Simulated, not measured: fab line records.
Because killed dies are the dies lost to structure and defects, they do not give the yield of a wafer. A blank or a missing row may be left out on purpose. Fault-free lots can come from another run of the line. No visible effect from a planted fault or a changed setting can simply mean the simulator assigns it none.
Which tool was responsible? | flow gf180mcu | 72 wafers from 24 lots sampled at 6 of the route's 602 steps

WHAT THE GAUGES SHOWED, per wafer
GF_V2_THK_MEAS_03. Usual: V2_CVD_02_THK typically reads 851 nm, with standard deviation 11.
lot  | measured     | on           | V2_CVD_02_THK (nm) | flag
L074 | day 19 08:50 | filmMetro-03 | 848 854 853        | 
L075 | day 19 22:11 | filmMetro-01 | 849 859 854        | 
L076 | day 20 02:41 | filmMetro-01 | 839 841 860        | 
L077 | day 20 15:19 | filmMetro-03 | 845 846 860        | 
L078 | day 20 22:31 | filmMetro-03 | 839 836 850        | 
L079 | day 21 06:08 | filmMetro-01 | 827 824 843        | 
L080 | day 21 15:51 | filmMetro-04 | 857 861 866        | 
L081 | day 22 10:12 | filmMetro-01 | 843 872 844        | 
L082 | day 22 15:37 | filmMetro-01 | 850 865 852        | 
L083 | day 23 00:49 | filmMetro-04 | 851 857 863        | 
L084 | day 23 03:13 | filmMetro-03 | 840 841 850        | 
L085 | day 23 14:03 | filmMetro-03 | 853 876 867        | 
L086 | day 23 18:02 | filmMetro-03 | 831 835 852        | 
L087 | day 24 03:07 | filmMetro-03 | 847 847 865        | 
L088 | day 24 12:19 | filmMetro-04 | 853 847 860        | 
L089 | day 24 20:39 | filmMetro-04 | 845 860 870        | 
L090 | day 25 05:20 | filmMetro-01 | 831 841 849        | 
L091 | day 25 09:26 | filmMetro-01 | 847 852 844        | 
L092 | day 26 03:22 | filmMetro-04 | 863 839 861        | 
L093 | day 26 04:13 | filmMetro-04 | 848 863 857        | 
L094 | day 26 09:50 | filmMetro-03 | 850 866 865        | 
L096 | day 26 22:53 | filmMetro-01 | 846 851 870        | 
L095 | day 27 01:11 | filmMetro-03 | 840 832 854        | 
L097 | day 27 08:17 | filmMetro-03 | 846 851 867        | 

GF_M4_OVL_MEAS_15. Usual: M4_OVL typically reads 1 nm, with standard deviation 5.4.
lot  | measured     | on         | M4_OVL (nm) | flag
L074 | day 23 11:59 | overlay-01 | 2 3 -2      | 
L075 | day 24 02:06 | overlay-02 | 4 3 5       | 
L076 | day 24 05:32 | overlay-01 | -9 -9 -7    | 
L077 | day 24 16:15 | overlay-01 | 1 0 -2      | 
L078 | day 24 23:24 | overlay-01 | -9 -3 -12   | 
L079 | day 25 07:06 | overlay-02 | 3 -5 2      | 
L080 | day 25 14:27 | overlay-01 | -2 5 2      | 
L081 | day 26 07:47 | overlay-01 | 3 4 0       | 
L082 | day 26 11:43 | overlay-01 | 1 3 -8      | 
L083 | day 26 19:37 | overlay-02 | -2 1 12     | 
L084 | day 26 23:43 | overlay-02 | 1 5 1       | 
L085 | day 27 09:52 | overlay-02 | 8 5 2       | 
L086 | day 27 12:36 | overlay-02 | 1 4 0       | 
L087 | day 27 21:00 | overlay-02 | 11 5 3      | 
L088 | day 28 08:01 | overlay-02 | 1 4 2       | 
L089 | day 28 13:19 | overlay-02 | 0 -1 2      | 
L090 | day 28 21:00 | overlay-01 | 2 3 4       | 
L091 | day 28 23:28 | overlay-01 | -3 4 12     | 
L092 | day 29 16:54 | overlay-01 | -2 4 2      | 
L093 | day 29 18:15 | overlay-02 | 4 20 6      | 
L094 | day 29 21:08 | overlay-02 | -1 3 -2     | 
L096 | day 30 08:45 | overlay-02 | 2 2 -1      | 
L095 | day 30 12:04 | overlay-02 | 2 3 7       | 
L097 | day 30 17:24 | overlay-02 | -6 -5 -13   | 

GF_V4_OVL_MEAS_15. Usual: V4_OVL typically reads 1 nm, with standard deviation 5.2.
lot  | measured     | on         | V4_OVL (nm) | flag
L074 | day 24 11:53 | overlay-02 | 6 2 6       | 
L075 | day 25 01:11 | overlay-01 | -5 1 3      | 
L076 | day 25 05:08 | overlay-01 | 0 -8 -6     | 
L077 | day 25 15:20 | overlay-01 | 2 2 -1      | 
L078 | day 25 23:00 | overlay-02 | -9 3 -5     | 
L079 | day 26 06:03 | overlay-02 | -3 -3 -2    | 
L080 | day 26 13:18 | overlay-01 | 3 -5 5      | 
L081 | day 27 05:42 | overlay-02 | 3 4 2       | 
L082 | day 27 09:21 | overlay-02 | 0 10 6      | 
L083 | day 27 17:40 | overlay-02 | 1 2 0       | 
L084 | day 27 21:23 | overlay-01 | 4 -3 6      | 
L085 | day 28 07:22 | overlay-01 | 1 6 4       | 
L086 | day 28 10:15 | overlay-02 | -5 -7 -10   | 
L087 | day 28 17:33 | overlay-01 | 3 -2 2      | 
L088 | day 29 05:16 | overlay-01 | -8 -4 -9    | 
L089 | day 29 09:45 | overlay-01 | 10 10 12    | 
L090 | day 29 17:55 | overlay-02 | 6 2 -1      | 
L091 | day 29 19:47 | overlay-02 | -6 -5 3     | 
L092 | day 30 13:12 | overlay-02 | -4 -6 -7    | 
L093 | day 30 14:05 | overlay-02 | 0 4 5       | 
L094 | day 30 16:32 | overlay-01 | 2 10 7      | 
L096 | day 31 04:21 | overlay-02 | -5 -3 2     | 
L095 | day 31 07:06 | overlay-01 | 4 -1 -1     | 
L097 | day 31 12:54 | overlay-01 | 2 2 -4      | 

EACH LOT AND THE TOOL THAT RAN IT (in order: tool; ch and the chambers of the sampled wafers; start)
lot  | GF_M1_SPUTTER_03            | GF_V1_ETCH_16                     | GF_M2_SPUTTER_01
L074 | pvdSputter-01, day 16 05:12 | rieDiel-01 ch 1,2, day 18 05:53   | pvdSputter-04, day 18 07:20
L075 | pvdSputter-03, day 16 18:32 | rieDiel-04 ch 0,1,3, day 18 18:53 | pvdSputter-04, day 18 20:21
L076 | pvdSputter-01, day 16 23:18 | rieDiel-02 ch 1,2,3, day 19 00:19 | pvdSputter-01, day 19 01:47
L077 | pvdSputter-04, day 17 11:05 | rieDiel-02 ch 2,3, day 19 11:53   | pvdSputter-02, day 19 13:39
L078 | pvdSputter-01, day 17 18:11 | rieDiel-04 ch 0,1,3, day 19 19:59 | pvdSputter-04, day 19 21:27
L079 | pvdSputter-03, day 18 02:00 | rieDiel-02 ch 0,1,3, day 20 03:49 | pvdSputter-01, day 20 05:16
L080 | pvdSputter-01, day 18 11:38 | rieDiel-02 ch 1,2,3, day 20 13:26 | pvdSputter-01, day 20 14:58
L081 | pvdSputter-01, day 19 05:23 | rieDiel-04 ch 1,3, day 21 08:20   | pvdSputter-04, day 21 09:48
L082 | pvdSputter-04, day 19 12:03 | rieDiel-01 ch 0,1, day 21 13:47   | pvdSputter-04, day 21 15:14
L083 | pvdSputter-01, day 19 20:24 | rieDiel-04 ch 0,1,2, day 21 23:35 | pvdSputter-02, day 22 01:29
L084 | pvdSputter-04, day 19 23:35 | rieDiel-01 ch 0,1,3, day 22 01:25 | pvdSputter-02, day 22 03:05
L085 | pvdSputter-03, day 20 12:05 | rieDiel-04 ch 2,3, day 22 11:58   | pvdSputter-01, day 22 13:25
L086 | pvdSputter-04, day 20 15:35 | rieDiel-01 ch 2,3, day 22 16:22   | pvdSputter-02, day 22 17:49
L087 | pvdSputter-04, day 21 01:13 | rieDiel-02 ch 0,1,3, day 23 01:53 | pvdSputter-01, day 23 03:25
L088 | pvdSputter-03, day 21 11:10 | rieDiel-02 ch 1,2,3, day 23 11:22 | pvdSputter-04, day 23 12:50
L089 | pvdSputter-01, day 21 20:19 | rieDiel-02 ch 0,1,2, day 23 20:13 | pvdSputter-01, day 23 21:40
L090 | pvdSputter-03, day 22 01:45 | rieDiel-02 ch 2,3, day 24 00:58   | pvdSputter-02, day 24 06:31
L091 | pvdSputter-01, day 22 10:11 | rieDiel-04 ch 1,2,3, day 24 08:28 | pvdSputter-04, day 24 10:02
L092 | pvdSputter-04, day 23 05:20 | rieDiel-04 ch 1,2, day 25 03:22   | pvdSputter-04, day 25 04:51
L093 | pvdSputter-01, day 23 06:33 | rieDiel-01 ch 2,3, day 25 04:17   | pvdSputter-02, day 25 05:46
L094 | pvdSputter-01, day 23 12:39 | rieDiel-04 ch 1,2,3, day 25 09:47 | pvdSputter-01, day 25 11:14
L096 | pvdSputter-04, day 24 02:01 | rieDiel-01 ch 0,1,2, day 25 23:49 | pvdSputter-02, day 26 01:16
L095 | pvdSputter-03, day 24 05:13 | rieDiel-04 ch 0,2,3, day 26 01:52 | pvdSputter-02, day 26 03:19
L097 | pvdSputter-01, day 24 11:05 | rieDiel-04 ch 0,3, day 26 08:58   | pvdSputter-04, day 26 10:35
- GF_M1_SPUTTER_03: material Ti, target thk 10 nm, time 6.7 s.
- GF_V1_ETCH_16: etches BARC in N2/H2.
- GF_M2_SPUTTER_01: material TiN, target thk 30 nm, time 25 s.

WHAT THE TOOLS THEMSELVES READ (means of the sampled wafers that have a number; where no wafer has one, the mark that the record gives instead)
GF_M1_SPUTTER_03. Usual: 29.7 % for throttleValvePct, sd 0.8.
lot  | tool          | throttleValvePct (%) | flag
L074 | pvdSputter-01 | 30.1                 | 
L075 | pvdSputter-03 | 29.6                 | 
L076 | pvdSputter-01 | 29.5                 | 
L077 | pvdSputter-04 | 30.7                 | 
L078 | pvdSputter-01 | 30.3                 | 
L079 | pvdSputter-03 | 29.5                 | 
L080 | pvdSputter-01 | 29.8                 | 
L081 | pvdSputter-01 | 29.4                 | 
L082 | pvdSputter-04 | 29.6                 | 
L083 | pvdSputter-01 | 29.0                 | 
L084 | pvdSputter-04 | 30.2                 | 
L085 | pvdSputter-03 | 29.9                 | 
L086 | pvdSputter-04 | 30.5                 | 
L087 | pvdSputter-04 | 29.6                 | 
L088 | pvdSputter-03 | 30.0                 | 
L089 | pvdSputter-01 | 30.2                 | 
L090 | pvdSputter-03 | 29.7                 | 
L091 | pvdSputter-01 | 30.3                 | 
L092 | pvdSputter-04 | 30.5                 | 
L093 | pvdSputter-01 | 29.2                 | 
L094 | pvdSputter-01 | 29.7                 | 
L096 | pvdSputter-04 | 29.7                 | 
L095 | pvdSputter-03 | 29.4                 | 
L097 | pvdSputter-01 | 29.8                 | 

GF_V1_ETCH_16. Usual: drypumpMotorCurrentA 5.9 A, standard deviation 0.38; oesProductAu 0.855 a.u., standard deviation 0.0045; throttleValvePct 13.225 %, standard deviation 0.0088.
lot  | tool       | drypumpMotorCurrentA (A) | oesProductAu (a.u.) | throttleValvePct (%) | flag
L074 | rieDiel-01 | 5.4                      | 0.853               | 13.229               | 
L075 | rieDiel-04 | 6.1                      | 0.859               | 13.224               | 
L076 | rieDiel-02 | 5.9                      | 0.856               | 13.221               | 
L077 | rieDiel-02 | 6.1                      | 0.854               | 13.227               | 
L078 | rieDiel-04 | 6.2                      | 0.855               | 13.225               | 
L079 | rieDiel-02 | 5.9                      | 0.857               | 13.220               | 
L080 | rieDiel-02 | 5.9                      | 0.858               | 13.231               | 
L081 | rieDiel-04 | 6.3                      | 0.852               | 13.224               | 
L082 | rieDiel-01 | 6.1                      | 0.854               | 13.222               | 
L083 | rieDiel-04 | 6.1                      | 0.857               | 13.222               | 
L084 | rieDiel-01 | 5.8                      | 0.850               | 13.220               | 
L085 | rieDiel-04 | 6.1                      | 0.856               | 13.223               | 
L086 | rieDiel-01 | 5.2                      | 0.850               | 13.226               | 
L087 | rieDiel-02 | 5.9                      | 0.855               | 13.226               | 
L088 | rieDiel-02 | 5.9                      | 0.855               | 13.232               | 
L089 | rieDiel-02 | 6.1                      | 0.859               | 13.225               | 
L090 | rieDiel-02 | 6.1                      | 0.857               | 13.221               | 
L091 | rieDiel-04 | 6.2                      | 0.856               | 13.233               | 
L092 | rieDiel-04 | 6.1                      | 0.852               | 13.224               | 
L093 | rieDiel-01 | 5.2                      | 0.853               | 13.227               | 
L094 | rieDiel-04 | 6.1                      | 0.855               | 13.221               | 
L096 | rieDiel-01 | 5.6                      | 0.851               | 13.227               | 
L095 | rieDiel-04 | 6.1                      | 0.853               | 13.224               | 
L097 | rieDiel-04 | 6.1                      | 0.851               | 13.223               | 

GF_M2_SPUTTER_01. Usual: 30.3 % for throttleValvePct, sd 1.1.
lot  | tool          | throttleValvePct (%) | flag
L074 | pvdSputter-04 | 30.0                 | 
L075 | pvdSputter-04 | 30.6                 | 
L076 | pvdSputter-01 | 29.6                 | 
L077 | pvdSputter-02 | 30.8                 | 
L078 | pvdSputter-04 | 30.8                 | 
L079 | pvdSputter-01 | 30.4                 | 
L080 | pvdSputter-01 | 29.6                 | 
L081 | pvdSputter-04 | 30.0                 | 
L082 | pvdSputter-04 | 30.3                 | 
L083 | pvdSputter-02 | 30.6                 | 
L084 | pvdSputter-02 | 31.0                 | 
L085 | pvdSputter-01 | 29.4                 | 
L086 | pvdSputter-02 | 31.4                 | 
L087 | pvdSputter-01 | 29.5                 | 
L088 | pvdSputter-04 | 30.6                 | 
L089 | pvdSputter-01 | 30.1                 | 
L090 | pvdSputter-02 | 31.7                 | 
L091 | pvdSputter-04 | 30.0                 | 
L092 | pvdSputter-04 | 30.4                 | 
L093 | pvdSputter-02 | 31.2                 | 
L094 | pvdSputter-01 | 30.3                 | 
L096 | pvdSputter-02 | 30.9                 | 
L095 | pvdSputter-02 | 31.4                 | 
L097 | pvdSputter-04 | 30.0                 | 

THE ANSWER, worked out from the rows above alone
Rule: a lot counts as off when the mean over its wafers that have a number is more than 3 standard deviations away from the usual mean. Also off: a lot with no number at a reading for which 4 or more lots have one. The other lots that the step has rows for count as sound. First the gauges in route order, then the tools' own readings, where a lot's mean is used as printed above. At the first step where some lot is off, the reading lying furthest off is the one used; lots without a number count as furthest.
No lot is off at any reading shown: from this, nothing can be told.

WHAT THE SIMULATOR HAD PUT IN
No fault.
